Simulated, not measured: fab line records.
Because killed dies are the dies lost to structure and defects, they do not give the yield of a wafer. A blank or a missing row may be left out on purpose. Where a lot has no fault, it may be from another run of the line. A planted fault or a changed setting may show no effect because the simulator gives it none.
fab line records + flow sky130
record
- lots=13
- wafers=38
- lastDay=48
route steps=708 shown LDD_HVP@285 POLY_CUT@316 SD_N@346 LI_CONTACT@375
lots with no fault: from the same line, run without faults
startH: start of the lot's first displayed wafer, in hours after the record's first day + waitH: hours elapsed since this lot's preceding step + " same as the row above + L1.1+2: several wafers, shown together as one row + - no value, or no start given + * or withheld: withheld + < > ~ a bound
route shown NAME@n: NAME is a module with steps in the file, n the number in the route of the first one + usual: mean and standard deviation over wafers with no fault + same: alike in all rows + chamber/n: place in a boat + sites: each site's reading + _std_site: standard deviation of those values + _edge_site: the outer-site mean with the inner-site mean subtracted + radiusMm: for every site, how far away it sits from the centre of the wafer + mask NAME#n: copy n + behind: tool/chamber where the wafer was last shaped + hold: why the lot was held/for how many hours/how that ended + device: whichever transistor did not switch (one of n, p or np) + end of line: the tests these same wafers got at the end of their route + where a step has no rows: the recipe by itself + killed: at the first sort, the dies lost to defects and structure; wafer yield is something else + map: per-die view of a wafer (x killed, . not killed, _ where there is no die)
set.NAME: the run value of the setting; set.NAME@STEP: its run value at that earlier step + model.NAME: the simulator's own value behind a step, which no gauge read
the route's steps for a sample of lots (tables are steps, rows are wafers)
services: from which hour (startH, from the record's first day; less than 0 if before it) a tool's chamber was out of use, for how many hours, and why
## steps
# step SKY_LDD_HVP_OVL_MEAS_07
# usual
- LDD_HVP_OVL=-0.2/1.2
| lot.wafer | tool       | chamber | startH | waitH | LDD_HVP_OVL[nm] |
|-----------|------------|---------|--------|-------|-----------------|
| L223.1    | overlay-02 | -       | 513.40 | 0.1   | -1.7            |
| L223.3    | "          | -       | "      | "     | -2.0            |
| L223.4    | "          | -       | "      | "     | 0.3             |
| L224.2    | overlay-02 | -       | 521.38 | 0.1   | -1.7            |
| L224.3    | "          | -       | "      | "     | -1.2            |
| L224.4    | "          | -       | "      | "     | -1.2            |
| L226.1    | overlay-02 | -       | 540.90 | 0.1   | -3.1            |
| L226.5    | "          | -       | "      | "     | -0.3            |
| L226.6    | "          | -       | "      | "     | -1.2            |
| L225.2    | overlay-01 | -       | 541.78 | 0.1   | 1.9             |
| L225.3    | "          | -       | "      | "     | 1.1             |
| L225.5    | "          | -       | "      | "     | 2.1             |
| L228.1    | overlay-01 | -       | 552.45 | 0.1   | 0.8             |
| L228.4    | "          | -       | "      | "     | -0.3            |
| L228.6    | "          | -       | "      | "     | 0.4             |
| L227.2    | overlay-01 | -       | 553.35 | 0.1   | -0.2            |
| L227.3    | "          | -       | "      | "     | 0.9             |
| L227.5    | "          | -       | "      | "     | 0.8             |
| L229.2    | overlay-01 | -       | 563.70 | 0.1   | 1.3             |
| L229.3    | "          | -       | "      | "     | 2.5             |
| L229.6    | "          | -       | "      | "     | 0.9             |
| L230.2    | overlay-01 | -       | 566.03 | 0.1   | -1.4            |
| L230.4    | "          | -       | "      | "     | 0.3             |
| L230.5    | "          | -       | "      | "     | -0.8            |
| L231.4    | overlay-01 | -       | 577.32 | 0.1   | -0.5            |
| L231.5    | "          | -       | "      | "     | -0.6            |
| L231.6    | "          | -       | "      | "     | 1.2             |
| L232.3    | overlay-01 | -       | 584.26 | 0.1   | 0.7             |
| L232.4    | "          | -       | "      | "     | -0.6            |
| L232.5    | "          | -       | "      | "     | 0.5             |
| L235.1    | overlay-02 | -       | 600.65 | 0.1   | 0.9             |
| L235.2    | "          | -       | "      | "     | 0.3             |
| L235.4    | "          | -       | "      | "     | 1.1             |
| L234.4    | overlay-01 | -       | 603.77 | 0.1   | 0.2             |
| L234.5    | "          | -       | "      | "     | 0.1             |
| L234.6    | "          | -       | "      | "     | -1.1            |
| L238.1    | overlay-02 | -       | 624.95 | 0.1   | 0.4             |
| L238.5    | "          | -       | "      | "     | 0.5             |
# step SKY_POLY_CUT_OVL_MEAS_09
# usual
- POLY_CUT_OVL=0/5.4
| lot.wafer | tool       | chamber | startH | waitH | POLY_CUT_OVL[nm] |
|-----------|------------|---------|--------|-------|------------------|
| L223.1    | overlay-02 | -       | 575.20 | 0.1   | 9                |
| L223.3    | "          | -       | "      | "     | 3                |
| L223.4    | "          | -       | "      | "     | -4               |
| L224.2    | overlay-01 | -       | 582.42 | 0.1   | 0                |
| L224.3    | "          | -       | "      | "     | 5                |
| L224.4    | "          | -       | "      | "     | -2               |
| L226.1    | overlay-02 | -       | 603.32 | 0.1   | -7               |
| L226.5    | "          | -       | "      | "     | -4               |
| L226.6    | "          | -       | "      | "     | -8               |
| L225.2    | overlay-02 | -       | 603.65 | 0.1   | 1                |
| L225.3    | "          | -       | "      | "     | -1               |
| L225.5    | "          | -       | "      | "     | -5               |
| L228.1    | overlay-02 | -       | 613.20 | 0.1   | 0                |
| L228.4    | "          | -       | "      | "     | 9                |
| L228.6    | "          | -       | "      | "     | 11               |
| L227.2    | overlay-01 | -       | 616.42 | 0.1   | -4               |
| L227.3    | "          | -       | "      | "     | -10              |
| L227.5    | "          | -       | "      | "     | -3               |
| L229.2    | overlay-02 | -       | 624.10 | 0.1   | -6               |
| L229.3    | "          | -       | "      | "     | -5               |
| L229.6    | "          | -       | "      | "     | 1                |
| L230.2    | overlay-01 | -       | 626.65 | 0.1   | 3                |
| L230.4    | "          | -       | "      | "     | 7                |
| L230.5    | "          | -       | "      | "     | 0                |
| L231.4    | overlay-01 | -       | 637.81 | 0.1   | -9               |
| L231.5    | "          | -       | "      | "     | 5                |
| L231.6    | "          | -       | "      | "     | -11              |
| L232.3    | overlay-01 | -       | 644.11 | 0.1   | -1               |
| L232.4    | "          | -       | "      | "     | 1                |
| L232.5    | "          | -       | "      | "     | 0                |
| L235.1    | overlay-01 | -       | 661.12 | 0.1   | 6                |
| L235.2    | "          | -       | "      | "     | 3                |
| L235.4    | "          | -       | "      | "     | 4                |
| L234.4    | overlay-02 | -       | 662.27 | 0.1   | 3                |
| L234.5    | "          | -       | "      | "     | 2                |
| L234.6    | "          | -       | "      | "     | 5                |
| L238.1    | overlay-02 | -       | 683.92 | 0.1   | 3                |
| L238.5    | "          | -       | "      | "     | 4                |
# step SKY_SD_N_EXPOSE_04
# recipe
- maskId=NSDM
- na=0.6
- sourceShape=conventional
- sigmaOuter=0.6
- polarization=unpolarized
- targetCdNm=380
- doseMj=141
# usual
- exposureDoseMJCm2=141.1/0.36
# same
- sigmaOuter=0.6
| lot.wafer | tool            | chamber | startH | waitH | mask   | exposureDoseMJCm2 |
|-----------|-----------------|---------|--------|-------|--------|-------------------|
| L223.1    | ilineStepper-02 | 0       | 648.62 | -     | NSDM#0 | 141.0             |
| L223.3    | "               | 0       | "      | "     | NSDM#0 | 140.9             |
| L223.4    | "               | 0       | "      | "     | NSDM#0 | 141.1             |
| L224.2    | ilineStepper-01 | 0       | 654.57 | -     | NSDM#0 | 141.4             |
| L224.3    | "               | 0       | "      | "     | NSDM#0 | 141.6             |
| L224.4    | "               | 0       | "      | "     | NSDM#0 | 141.5             |
| L226.1    | ilineStepper-01 | 0       | 675.25 | -     | NSDM#0 | 141.8             |
| L226.5    | "               | 0       | "      | "     | NSDM#0 | 141.9             |
| L226.6    | "               | 0       | "      | "     | NSDM#0 | 141.7             |
| L225.2    | ilineStepper-02 | 0       | 675.51 | -     | NSDM#0 | 141.0             |
| L225.3    | "               | 0       | "      | "     | NSDM#0 | 141.1             |
| L225.5    | "               | 0       | "      | "     | NSDM#0 | 141.1             |
| L228.1    | ilineStepper-02 | 0       | 685.05 | -     | NSDM#0 | 140.8             |
| L228.4    | "               | 0       | "      | "     | NSDM#0 | 140.8             |
| L228.6    | "               | 0       | "      | "     | NSDM#0 | 141.0             |
| L227.2    | ilineStepper-02 | 0       | 687.00 | -     | NSDM#0 | 140.8             |
| L227.3    | "               | 0       | "      | "     | NSDM#0 | 140.8             |
| L227.5    | "               | 0       | "      | "     | NSDM#0 | 140.8             |
| L229.2    | ilineStepper-02 | 0       | 694.82 | -     | NSDM#0 | 140.8             |
| L229.3    | "               | 0       | "      | "     | NSDM#0 | 140.8             |
| L229.6    | "               | 0       | "      | "     | NSDM#0 | 140.9             |
| L230.2    | ilineStepper-02 | 0       | 696.67 | -     | NSDM#0 | 140.9             |
| L230.4    | "               | 0       | "      | "     | NSDM#0 | 140.8             |
| L230.5    | "               | 0       | "      | "     | NSDM#0 | 140.8             |
| L231.4    | ilineStepper-01 | 0       | 708.53 | -     | NSDM#0 | 141.5             |
| L231.5    | "               | 0       | "      | "     | NSDM#0 | 141.6             |
| L231.6    | "               | 0       | "      | "     | NSDM#0 | 141.6             |
| L232.3    | ilineStepper-01 | 0       | 714.54 | -     | NSDM#0 | 141.6             |
| L232.4    | "               | 0       | "      | "     | NSDM#0 | 141.7             |
| L232.5    | "               | 0       | "      | "     | NSDM#0 | 141.6             |
| L235.1    | ilineStepper-02 | 0       | 732.20 | -     | NSDM#0 | 141.1             |
| L235.2    | "               | 0       | "      | "     | NSDM#0 | 140.9             |
| L235.4    | "               | 0       | "      | "     | NSDM#0 | 141.0             |
| L234.4    | ilineStepper-02 | 0       | 732.91 | -     | NSDM#0 | 140.9             |
| L234.5    | "               | 0       | "      | "     | NSDM#0 | 140.7             |
| L234.6    | "               | 0       | "      | "     | NSDM#0 | 140.9             |
| L238.1    | ilineStepper-02 | 0       | 753.17 | -     | NSDM#0 | 142.6             |
| L238.5    | "               | 0       | "      | "     | NSDM#0 | 142.6             |
# step SKY_SD_N_CD_MEAS_07
# recipe
- targetCdNm=380
# usual
- cdNm=380.5/2.5
| lot.wafer | tool     | chamber | startH | waitH | hold                    | cdNm  |
|-----------|----------|---------|--------|-------|-------------------------|-------|
| L223.1    | cdSem-01 | -       | 661.78 | 0.1   | -                       | 381.4 |
| L223.3    | "        | -       | "      | "     | -                       | 382.7 |
| L223.4    | "        | -       | "      | "     | -                       | 379.3 |
| L224.2    | cdSem-02 | -       | 668.32 | 0.1   | -                       | 380.0 |
| L224.3    | "        | -       | "      | "     | -                       | 381.0 |
| L224.4    | "        | -       | "      | "     | -                       | 379.1 |
| L226.1    | cdSem-02 | -       | 689.02 | 0.1   | -                       | 383.2 |
| L226.5    | "        | -       | "      | "     | -                       | 383.6 |
| L226.6    | "        | -       | "      | "     | -                       | 382.2 |
| L225.2    | cdSem-02 | -       | 689.34 | 0.1   | -                       | 384.7 |
| L225.3    | "        | -       | "      | "     | -                       | 383.4 |
| L225.5    | "        | -       | "      | "     | -                       | 383.9 |
| L228.1    | cdSem-01 | -       | 698.80 | 0.1   | -                       | 378.9 |
| L228.4    | "        | -       | "      | "     | -                       | 376.9 |
| L228.6    | "        | -       | "      | "     | -                       | 378.3 |
| L227.2    | cdSem-02 | -       | 700.35 | 0.1   | -                       | 379.5 |
| L227.3    | "        | -       | "      | "     | -                       | 381.6 |
| L227.5    | "        | -       | "      | "     | -                       | 378.3 |
| L229.2    | cdSem-02 | -       | 708.67 | 0.1   | -                       | 382.3 |
| L229.3    | "        | -       | "      | "     | -                       | 383.3 |
| L229.6    | "        | -       | "      | "     | -                       | 382.6 |
| L230.2    | cdSem-01 | -       | 710.89 | 0.1   | -                       | 380.1 |
| L230.4    | "        | -       | "      | "     | -                       | 380.0 |
| L230.5    | "        | -       | "      | "     | -                       | 382.0 |
| L231.4    | cdSem-01 | -       | 721.91 | 0.1   | -                       | 381.5 |
| L231.5    | "        | -       | "      | "     | -                       | 379.0 |
| L231.6    | "        | -       | "      | "     | -                       | 381.2 |
| L232.3    | cdSem-01 | -       | 727.67 | 0.1   | -                       | 379.1 |
| L232.4    | "        | -       | "      | "     | -                       | 378.2 |
| L232.5    | "        | -       | "      | "     | -                       | 382.1 |
| L235.1    | cdSem-01 | -       | 745.57 | 0.1   | -                       | 382.3 |
| L235.2    | "        | -       | "      | "     | -                       | 383.8 |
| L235.4    | "        | -       | "      | "     | -                       | 384.1 |
| L234.4    | cdSem-01 | -       | 745.93 | 0.1   | -                       | 383.9 |
| L234.5    | "        | -       | "      | "     | -                       | 383.3 |
| L234.6    | "        | -       | "      | "     | -                       | 383.9 |
| L238.1    | cdSem-02 | -       | 765.18 | 0.1   | awaitDispo/0.2h/release | 356.3 |
| L238.5    | "        | -       | "      | "     | awaitDispo/0.2h/release | 364.8 |
| L238.1    | cdSem-02 | -       | 765.69 | 0.5   | -                       | 355.9 |
| L238.5    | "        | -       | "      | "     | -                       | 365.1 |
# step SKY_LI_CONTACT_OVL_MEAS_13
# usual
- LI_CONTACT_OVL=-1/6.4
| lot.wafer | tool       | chamber | startH | waitH | LI_CONTACT_OVL[nm] |
|-----------|------------|---------|--------|-------|--------------------|
| L223.1    | overlay-01 | -       | 691.65 | 0.1   | 5                  |
| L223.3    | "          | -       | "      | "     | 8                  |
| L223.4    | "          | -       | "      | "     | 11                 |
| L224.2    | overlay-01 | -       | 697.85 | 0.1   | -12                |
| L224.3    | "          | -       | "      | "     | -7                 |
| L224.4    | "          | -       | "      | "     | -6                 |
| L226.1    | overlay-02 | -       | 718.17 | 0.1   | -3                 |
| L226.5    | "          | -       | "      | "     | -5                 |
| L226.6    | "          | -       | "      | "     | -11                |
| L225.2    | overlay-01 | -       | 719.30 | 0.1   | -2                 |
| L225.3    | "          | -       | "      | "     | 4                  |
| L225.5    | "          | -       | "      | "     | -3                 |
| L228.1    | overlay-01 | -       | 727.97 | 0.1   | 0                  |
| L228.4    | "          | -       | "      | "     | -1                 |
| L228.6    | "          | -       | "      | "     | -4                 |
| L227.2    | overlay-01 | -       | 729.12 | 0.1   | -4                 |
| L227.3    | "          | -       | "      | "     | -3                 |
| L227.5    | "          | -       | "      | "     | -3                 |
| L229.2    | overlay-01 | -       | 738.21 | 0.1   | -11                |
| L229.3    | "          | -       | "      | "     | -5                 |
| L229.6    | "          | -       | "      | "     | -9                 |
| L230.2    | overlay-01 | -       | 740.01 | 0.1   | -1                 |
| L230.4    | "          | -       | "      | "     | -9                 |
| L230.5    | "          | -       | "      | "     | -3                 |
| L231.4    | overlay-01 | -       | 751.21 | 0.1   | 1                  |
| L231.5    | "          | -       | "      | "     | 1                  |
| L231.6    | "          | -       | "      | "     | -1                 |
| L232.3    | overlay-02 | -       | 755.98 | 0.1   | 9                  |
| L232.4    | "          | -       | "      | "     | 6                  |
| L232.5    | "          | -       | "      | "     | 1                  |
| L235.1    | overlay-02 | -       | 773.44 | 0.1   | -5                 |
| L235.2    | "          | -       | "      | "     | 0                  |
| L235.4    | "          | -       | "      | "     | -1                 |
| L234.4    | overlay-01 | -       | 773.87 | 0.1   | 7                  |
| L234.5    | "          | -       | "      | "     | 6                  |
| L234.6    | "          | -       | "      | "     | 5                  |
| L238.1    | overlay-02 | -       | 793.79 | 0.1   | 5                  |
| L238.5    | "          | -       | "      | "     | 7                  |
## services
| tool            | chamber | startH | hours | kind        |
|-----------------|---------|--------|-------|-------------|
| ilineStepper-01 | -       | 649.20 | 1.7   | pm          |
| ilineStepper-01 | 0       | 670.05 | -     | calibration |
| ilineStepper-01 | -       | 692.34 | 3.8   | repair      |
| ilineStepper-02 | -       | 709.68 | 8.7   | repair      |
| ilineStepper-02 | -       | 729.05 | 1.7   | pm          |
## key
firstSign
- step=SKY_SD_N_EXPOSE_04
- reading=exposureDoseMJCm2
- direction=up
- sigmas=4
- usual=*
- struck=*
effect
- step=SKY_SD_N_CD_MEAS_07
- reading=visit
- direction=added
- through=controlLoop
effect
- step=SKY_SD_N_CD_MEAS_07
- reading=cdNm
- direction=down
- sigmas=8
- usual=380.5
- struck=360.5
- through=controlLoop
metAt SKY_SD_N_EXPOSE_04
struckLots L238
testerLeftOut L238
loopTrim
- step=SKY_SD_N_EXPOSE_04
- setting=dose
- lots=L238
notActingAt SKY_LDD_HVP_OVL_MEAS_07,SKY_POLY_CUT_OVL_MEAS_09,SKY_LI_CONTACT_OVL_MEAS_13
onsetBetween 732.91 753.17
fault
- kind=processParameterDrift
- tool=ilineStepper-02
- chamber=-
- onsetH=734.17
- steps=SKY_SD_N_EXPOSE_04
- channel=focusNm
- offset=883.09
- spreadByWafer=0.3
- shape=step
- endH=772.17
# testerLeftOut: of these lots the tester's yield and bins aren't shown, on N5 and GAA mostly nor the transistor test; their killed dies are dies lost to structure and defects alone, not to doping, threshold or leakage, so they don't give the yield
# loopTrim: a control loop set the setting to another value than it would have without faults
